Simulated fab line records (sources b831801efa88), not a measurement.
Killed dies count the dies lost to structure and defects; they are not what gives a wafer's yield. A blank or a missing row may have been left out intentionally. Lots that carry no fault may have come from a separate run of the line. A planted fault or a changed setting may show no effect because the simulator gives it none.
Which of the tools did it? / flow sky130 / Sampling: 6 lots, 18 wafers, 3 of 708 route steps

## WHAT THE GAUGES SHOWED, per wafer
SKY_METAL2_RS_MEAS_05: the measuring method here is four-point-probe.
lot=L658; measured=day 34 06:32; on=film-metro-01; METAL2_ALCU_RS (ohm/sq)=0.1269 0.1262 0.1270
lot=L660; measured=day 35 23:31; on=film-metro-02; METAL2_ALCU_RS (ohm/sq)=0.1262 0.1245 0.1255
lot=L662; measured=day 36 07:51; on=film-metro-02; METAL2_ALCU_RS (ohm/sq)=0.1255 0.1265 0.1259
lot=L668; measured=day 37 13:50; on=film-metro-03; METAL2_ALCU_RS (ohm/sq)=0.1260 0.1268 0.1267
lot=L672; measured=day 39 10:44; on=film-metro-03; METAL2_ALCU_RS (ohm/sq)=0.1247 0.1260 0.1268
lot=L675; measured=day 39 21:43; on=film-metro-01; METAL2_ALCU_RS (ohm/sq)=0.1267 0.1269 0.1250

## WHAT TOOL EACH LOT RAN ON (gives the tool, then ch and the chambers of the sampled wafers, and finally the start)
lot=L658; SKY_VIA1_CVD_21=cvd-w-01 ch 0,1, day 34 05:49; SKY_METAL2_SPUTTER_03=pvd-sputter-03, day 34 06:28
lot=L660; SKY_VIA1_CVD_21=cvd-w-01 ch 0,1, day 35 22:47; SKY_METAL2_SPUTTER_03=pvd-sputter-02, day 35 23:26
lot=L662; SKY_VIA1_CVD_21=cvd-w-02 ch 0,1, day 36 07:08; SKY_METAL2_SPUTTER_03=pvd-sputter-03, day 36 07:47
lot=L668; SKY_VIA1_CVD_21=cvd-w-01 ch 0, day 37 13:07; SKY_METAL2_SPUTTER_03=pvd-sputter-04, day 37 13:46
lot=L672; SKY_VIA1_CVD_21=cvd-w-02 ch 0,1, day 39 10:02; SKY_METAL2_SPUTTER_03=pvd-sputter-02, day 39 10:41
lot=L675; SKY_VIA1_CVD_21=cvd-w-01 ch 0,1, day 39 20:59; SKY_METAL2_SPUTTER_03=pvd-sputter-03, day 39 21:36
- SKY_VIA1_CVD_21: deposits W, target thk 270 nm, time 80.902 s.
- SKY_METAL2_SPUTTER_03: material Ti, target thk 5 nm, time 3.3 s.

## THE ANSWER, worked out from the rows above alone
Rule: what is usual is taken from the lots themselves. Put in order of their means at a reading, lots are off if they are a third of the lots or fewer, leave a main group of 4 or more, and stand apart from it by a gap of 3 or more times the standard deviation of the main group's means; of several such gaps the widest counts. If all means in a main group match to the digits the tables above print for the reading, that group is not used. Also off: a lot with no number at a reading for which 4 or more lots have one. The other lots that the step has rows for count as sound.
No lot is off at any reading shown: from this, nothing can be told.

## WHAT WAS PUT IN BY THE SIMULATOR
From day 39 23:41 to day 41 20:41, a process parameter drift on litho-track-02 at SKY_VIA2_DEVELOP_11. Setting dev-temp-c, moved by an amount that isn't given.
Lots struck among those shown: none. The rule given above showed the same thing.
